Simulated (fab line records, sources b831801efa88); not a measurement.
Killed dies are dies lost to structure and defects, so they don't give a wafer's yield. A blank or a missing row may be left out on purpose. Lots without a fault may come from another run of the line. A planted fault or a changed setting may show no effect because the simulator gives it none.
fab line records | flow sky130
record lots=12 wafers=36 last_day=50
route steps=708 shown FIELD_ISO@31 VT_ADJUST_NCORE@129 LOCAL_INTERCONNECT@389 CONTACT@431
lots that met no fault: from a run of the same line without faults
start_h: hours from the record's first day to the start of the lot's first wafer shown | wait_h: hours since the lot's step before | " the same as in the row above | L1.1+2: a row that stands for several wafers | - no value, or no start given | * or withheld: withheld | < > ~ a bound
route shown NAME@n: a module of which the file shows steps, and the number in the route of the first | usual: mean/standard deviation of fault-free wafers | same: alike in all rows | chamber/n: place in a boat | sites: the reading at each site | _std_site: their standard deviation | _edge_site: outer sites' mean less inner sites' | radius_mm: how far each site lies from the wafer's centre | mask NAME#n: copy n | behind: the tool/chamber that last shaped the wafer | hold: why the lot was held/for how many hours/how that ended | device: the transistor (n, p or np) that didn't switch | end of line: the same wafers' tests at the end of the route | a step without rows: its recipe alone | killed: dies lost to structure and defects at the first sort, not the wafer's yield | map: a wafer's dies, x killed, . not, _ none there
set.NAME: the setting as run; set.NAME@STEP: as run at that earlier step | model.NAME: the simulator's own value behind a step, which no gauge read
steps of the route over a sample of lots; a table a step, a row a wafer
services: from which hour (start_h, from the record's first day; less than 0 if before it) a tool's chamber was out of use, for how many hours, and why
## steps
# step SKY_FIELD_ISO_WET_ETCH_30
# recipe chemistry=dHF target_depth_nm=25 target=SiO2 dilution=10:1 temp_c=25 time_s=50
# usual bath_heat_duty_pct=6.7/0.69 temp_c=24.99/0.11
# columns lot.wafer tool chamber start_h wait_h bath_heat_duty_pct temp_c
L606.2 wet_bench-01 0 35.36 0.0 7.6 25.09
L606.4 " 0 " " 7.7 25.08
L606.5 " 0 " " 6.9 25.01
L607.1 wet_bench-01 0 41.74 0.0 6.8 24.95
L607.2 " 0 " " 7.3 25.03
L607.3 " 0 " " 7.3 24.95
L608.1 wet_bench-01 2 45.61 0.0 6.3 25.06
L608.5 " 2 " " 6.9 25.10
L608.6 " 2 " " 6.4 25.01
L609.1 wet_bench-04 0 49.69 0.0 6.8 24.87
L609.2 " 0 " " 7.7 24.89
L609.5 " 0 " " 6.6 24.76
L610.3 wet_bench-01 1 54.13 0.0 5.8 25.03
L610.5 " 1 " " 5.6 24.91
L610.6 " 1 " " 5.5 25.02
L611.1 wet_bench-01 0 63.62 0.0 7.7 24.95
L611.3 " 0 " " 7.3 25.13
L611.4 " 0 " " 7.1 25.39
L612.2 wet_bench-04 0 73.79 0.0 6.6 24.98
L612.3 " 0 " " 7.5 24.95
L612.4 " 0 " " 6.0 24.92
L613.2 wet_bench-04 3 73.91 0.0 7.1 25.07
L613.4 " 3 " " 7.3 25.17
L613.5 " 3 " " 5.9 25.03
L614.1 wet_bench-04 1 79.37 0.0 0 8.10
L614.2 " 1 " " 0 8.22
L614.4 " 1 " " 0 8.17
L617.2 wet_bench-01 2 95.27 0.0 6.4 24.92
L617.3 " 2 " " 7.5 25.11
L617.6 " 2 " " 7.4 24.91
L623.2 wet_bench-03 2 122.80 0.0 6.2 24.90
L623.4 " 2 " " 6.6 24.98
L623.5 " 2 " " 7.0 24.91
L628.2 wet_bench-03 1 151.01 0.0 6.9 25.14
L628.3 " 1 " " 6.9 24.90
L628.4 " 1 " " 6.7 24.99
# step SKY_VT_ADJUST_NCORE_STRIP_10
# recipe chemistry=O2/N2 power_w=1400 pressure_mtorr=1500 platen_temp_c=withheld o2_flow_sccm=3000 n2_flow_sccm=300 overash_fraction=0.5
# usual chamber_pressure_mTorr=1499.9/1.3 drypump_motor_current_A=5.8/0.52 o2_flow_sccm=2999/8.8 oes_product_au=0.715/0.0049 strip_time_to_endpoint_s=14.18/0.038
# same overash_fraction=0.5
# columns lot.wafer tool chamber start_h wait_h chamber_pressure_mTorr drypump_motor_current_A o2_flow_sccm oes_product_au rf_hours_counter_h strip_time_to_endpoint_s
L606.2 plasma_asher-01 1 179.17 0.1 1499.7 4.8 3000 0.717 6 14.17
L606.4 " 0 " " 1501.1 5.8 2974 0.717 - 14.20
L606.5 " 0 " " 1499.9 5.7 2990 0.720 - 14.18
L607.1 plasma_asher-01 1 190.62 0.1 1498.2 4.8 2987 0.716 7 14.23
L607.2 " 0 " " 1499.4 5.7 3009 0.722 7 14.20
L607.3 " 1 " " 1499.0 4.8 3003 0.709 - 14.20
L608.1 plasma_asher-01 0 191.96 0.1 1498.2 5.7 2996 0.707 7 14.12
L608.5 " 1 " " 1499.4 4.8 3006 0.719 - 14.07
L608.6 " 0 " " 1500.9 5.7 3000 0.724 - 14.05
L609.1 plasma_asher-02 1 198.56 0.1 1497.5 6.0 2987 0.724 36 14.20
L609.2 " 0 " " 1500.8 6.3 3011 0.715 36 14.13
L609.5 " 0 " " 1501.2 6.3 3012 0.710 - 14.19
L610.3 plasma_asher-01 1 208.74 0.1 1498.1 4.8 2992 0.724 - 14.18
L610.5 " 1 " " 1500.6 4.8 2999 0.708 - 14.21
L610.6 " 0 " " 1497.2 5.7 3003 0.712 - 14.17
L611.1 plasma_asher-03 0 222.76 0.1 1501.3 6.1 2991 0.725 55 14.15
L611.3 " 0 " " 1499.2 6.1 3001 0.711 - 14.15
L611.4 " 1 " " 1499.5 6.0 2997 0.712 - 14.16
L612.2 plasma_asher-03 1 236.07 0.1 1498.2 6.0 2990 0.719 56 14.18
L612.3 " 0 " " 1499.2 6.1 2993 0.721 - 14.18
L612.4 " 1 " " 1498.8 6.0 3009 0.709 - 14.18
L613.2 plasma_asher-01 1 236.71 0.1 1499.0 4.8 3002 0.720 11 14.15
L613.4 " 0 " " 1500.1 5.7 3006 0.714 - 14.16
L613.5 " 0 " " 1501.0 5.8 3008 0.711 - 14.21
L614.1 plasma_asher-03 1 239.96 0.1 1504.2 6.0 2993 0.715 56 14.21
L614.2 " 0 " " 1500.5 6.1 2992 0.708 56 14.19
L614.4 " 1 " " 1499.5 6.0 3001 0.715 - 14.14
L617.2 plasma_asher-01 0 262.96 0.1 1499.6 5.7 2999 0.711 14 14.15
L617.3 " 0 " " 1501.6 5.8 2985 0.717 - 14.18
L617.6 " 0 " " 1500.7 5.7 2985 0.727 - 14.12
L623.2 plasma_asher-03 1 305.26 0.1 1499.1 6.0 3000 0.718 62 14.20
L623.4 " 0 " " 1499.1 6.1 2987 0.721 - 14.17
L623.5 " 1 " " 1499.3 6.0 3005 0.709 - 14.16
L628.2 plasma_asher-01 0 342.41 0.1 1498.4 5.7 2999 0.714 22 14.26
L628.3 " 0 " " 1500.7 5.7 3012 0.716 - 14.26
L628.4 " 1 " " 1498.7 4.8 3017 0.718 - 14.21
# step SKY_LOCAL_INTERCONNECT_THK_MEAS_02
# recipe thk_meas_gauge=xrf reads=TiN_of_LOCAL_INTERCONNECT_SPUTTER_00
# usual LOCAL_INTERCONNECT_TIN_THK=99.1/0.95
# columns lot.wafer tool chamber start_h wait_h LOCAL_INTERCONNECT_TIN_THK[nm]
L606.2 film_metro-02 - 671.51 0.1 98.0
L606.4 " - " " 98.7
L606.5 " - " " 98.1
L607.1 film_metro-01 - 681.44 0.1 98.2
L607.2 " - " " 99.5
L607.3 " - " " 98.8
L608.1 film_metro-02 - 693.10 0.1 98.0
L608.5 " - " " 97.6
L608.6 " - " " 97.1
L609.1 film_metro-03 - 694.65 0.1 99.6
L609.2 " - " " 99.5
L609.5 " - " " 100.1
L610.3 film_metro-02 - 712.49 0.1 100.2
L610.5 " - " " 99.9
L610.6 " - " " 99.5
L611.1 film_metro-03 - 727.46 0.1 100.0
L611.3 " - " " 99.6
L611.4 " - " " 100.6
L613.2 film_metro-03 - 738.63 0.1 96.8
L613.4 " - " " 97.3
L613.5 " - " " 96.8
L612.2 film_metro-03 - 740.16 0.1 99.3
L612.3 " - " " 99.0
L612.4 " - " " 98.9
L614.1 film_metro-03 - 743.46 0.1 99.8
L614.2 " - " " 98.7
L614.4 " - " " 99.1
L617.2 film_metro-03 - 786.23 0.1 99.0
L617.3 " - " " 98.8
L617.6 " - " " 97.9
L623.2 film_metro-03 - 815.77 0.1 98.5
L623.4 " - " " 98.7
L623.5 " - " " 98.8
L628.2 film_metro-03 - 853.85 0.1 98.7
L628.3 " - " " 98.4
L628.4 " - " " 97.1
# step SKY_CONTACT_RS_MEAS_25
# recipe thk_meas_gauge=four-point-probe reads=W_of_CONTACT_CVD_24+TiN_of_CONTACT_SPUTTER_23
# usual CONTACT_W_RS=0.336/0.003
# columns lot.wafer tool chamber start_h wait_h CONTACT_W_RS[ohm/sq]
L606.2 film_metro-04 - 728.82 0.1 0.337
L606.4 " - " " 0.334
L606.5 " - " " 0.342
L607.1 film_metro-02 - 739.82 0.1 0.335
L607.2 " - " " 0.341
L607.3 " - " " 0.339
L608.1 film_metro-02 - 750.28 0.1 0.333
L608.5 " - " " 0.332
L608.6 " - " " 0.333
L609.1 film_metro-02 - 752.16 0.1 0.334
L609.2 " - " " 0.333
L609.5 " - " " 0.338
L610.3 film_metro-04 - 770.03 0.1 0.341
L610.5 " - " " 0.340
L610.6 " - " " 0.336
L611.1 film_metro-03 - 784.27 0.1 0.335
L611.3 " - " " 0.336
L611.4 " - " " 0.335
L613.2 film_metro-02 - 794.42 0.1 0.340
L613.4 " - " " 0.337
L613.5 " - " " 0.341
L612.2 film_metro-02 - 796.34 0.1 0.345
L612.3 " - " " 0.342
L612.4 " - " " 0.342
L614.1 film_metro-03 - 799.35 0.1 0.334
L614.2 " - " " 0.334
L614.4 " - " " 0.336
L617.2 film_metro-02 - 841.94 0.1 0.339
L617.3 " - " " 0.338
L617.6 " - " " 0.336
L623.2 film_metro-02 - 869.84 0.1 0.342
L623.4 " - " " 0.338
L623.5 " - " " 0.340
L628.2 film_metro-04 - 907.40 0.1 0.338
L628.3 " - " " 0.334
L628.4 " - " " 0.331
## services
# columns tool chamber start_h hours kind
plasma_asher-03 - 17.64 0.9 repair
plasma_asher-01 - 20.45 2.0 repair
plasma_asher-01 - 44.27 17.3 repair
wet_bench-04 - 51.69 21.5 repair
wet_bench-04 - 80.11 6.7 repair
plasma_asher-03 - 105.98 2.8 pm
plasma_asher-01 - 108.75 9.0 pm
plasma_asher-01 0 108.75 9.0 vent_cycle
plasma_asher-01 1 108.75 9.0 vent_cycle
wet_bench-01 - 117.57 68.5 pm
plasma_asher-01 0 117.75 - clean
plasma_asher-01 1 117.75 - clean
plasma_asher-02 - 128.01 9.0 repair
wet_bench-03 - 309.47 5.8 repair
wet_bench-01 - 318.28 1.1 repair
## key
first_sign step=SKY_FIELD_ISO_WET_ETCH_30 reading=temp_c direction=down sigmas=99+ usual=* struck=*
effect step=SKY_FIELD_ISO_WET_ETCH_30 reading=bath_heat_duty_pct direction=down sigmas=9.7 usual=6.7 struck=0
met_at SKY_FIELD_ISO_WET_ETCH_30
struck_lots L614
struck_wafers L614.1,L614.2,L614.4
tester_left_out L614
not_acting_at SKY_VT_ADJUST_NCORE_STRIP_10,SKY_LOCAL_INTERCONNECT_THK_MEAS_02,SKY_CONTACT_RS_MEAS_25
fault kind=process_parameter_drift tool=wet_bench-04 chamber=1 onset_h=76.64 steps=SKY_FIELD_ISO_WET_ETCH_30 channel=temp_c offset=* shape=step end_h=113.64 acts_in=* stated=*
# tester_left_out: of these lots the tester's yield and bins aren't shown, on N5 and GAA mostly nor the transistor test; their killed dies are dies lost to structure and defects alone, not to doping, threshold or leakage, so they don't give the yield
